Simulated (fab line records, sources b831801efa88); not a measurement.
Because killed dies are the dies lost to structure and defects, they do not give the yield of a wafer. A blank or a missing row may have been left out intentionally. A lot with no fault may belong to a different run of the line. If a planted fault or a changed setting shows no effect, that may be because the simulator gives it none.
A struck lot beside a sound one -- flow gf180mcu -- 14 steps out of a route of 602
Sound: these wafers, L856.1, L856.5, L856.6. Struck: wafers L848.3, L848.4, L848.6. Last of all comes the cause.
Order at every step that has rows: each side's tool, ch and its chambers, its first start. Under that, the readings that differ: sound wafers -- struck wafers -- difference of the means -- sigmas: that difference in standard deviations of wafers without a fault.
alike: a reading whose means differ by less than 2 such deviations, as well as words and numbers matching on both sides. not compared: withheld readings; readings where some wafer has no value; bounds like >300 that might hide an equal value; numbers whose values overlap and for which the record gives no deviation.
The two part at a step that has a row with sigmas, a row that says differs or no value, or rows on one side only. Non-overlapping numbers with no deviation appear without sigmas and do not part them. Lack of a reading on every wafer of one side parts them only where that side has two or more wafers.

GF_NSD_STRIP_11: strips in O2/N2.
  sound on plasmaAsher-04 ch 0,1, day 18 15:41; struck on plasmaAsher-03 ch 0,1, day 15 16:27
  alike: chamberPressureMTorr, drypumpMotorCurrentA, heaterPowerW, o2FlowSccm, oesProductAu, stripTimeToEndpointS
  not compared: rfHoursCounterH
GF_NSD_TW_MEAS_12:
  sound on filmMetro-01, day 18 15:47; struck on filmMetro-03, day 15 16:32
  alike: NSD_TW
then, 7 steps without rows for these wafers: GF_PSD_DEHYDRATE_00 (time 60 s); GF_PSD_HMDS_01 (prime time 60 s); GF_PSD_COAT_02 (resist thk 1000 nm); GF_PSD_SOFTBAKE_03 (time 60 s); GF_PSD_EXPOSE_04 (exposes mask Pplus, target cd 400 nm); GF_PSD_PEB_05; GF_PSD_DEVELOP_06 (develop time 60 s).
GF_PSD_CD_MEAS_07: target cd 400 nm.
  sound on cdSem-01, day 19 15:49; struck on cdSem-02, day 16 14:37
  alike: cdNm
GF_PSD_OVL_MEAS_08:
  sound on overlay-02, day 19 15:56; struck on overlay-01, day 16 14:42
  alike: PSD_OVL
then, 1 step without rows for these wafers: GF_PSD_IMPLANT_09.
GF_PSD_STRIP_10: strips in O2/N2.
  sound on plasmaAsher-02 ch 0,1, day 19 16:07; struck on plasmaAsher-03 ch 0,1, day 16 14:55
  no value came back on the struck wafers for any of 6 readings (chamberPressureMTorr (mTorr), drypumpMotorCurrentA (A) and others); on the sound wafers chamberPressureMTorr (mTorr) reads 1501 1501 1502
reading,sound,struck,difference,sigmas
model.NOVOLAK_of_PSD_COAT_02.thkNm (nm),0 0 0,996.7 995.5 998.2,+996.8,
  not compared: rfHoursCounterH
GF_PSD_TW_MEAS_11:
  sound on filmMetro-03, day 19 16:13; struck on filmMetro-01, day 16 14:59
  alike: PSD_TW

## WHERE THEY PART
At GF_PSD_STRIP_10 and nowhere else, as far as this record goes. Later steps at which nothing parts them and some readings are alike: GF_PSD_TW_MEAS_11.

WHY: whatever the simulator had introduced
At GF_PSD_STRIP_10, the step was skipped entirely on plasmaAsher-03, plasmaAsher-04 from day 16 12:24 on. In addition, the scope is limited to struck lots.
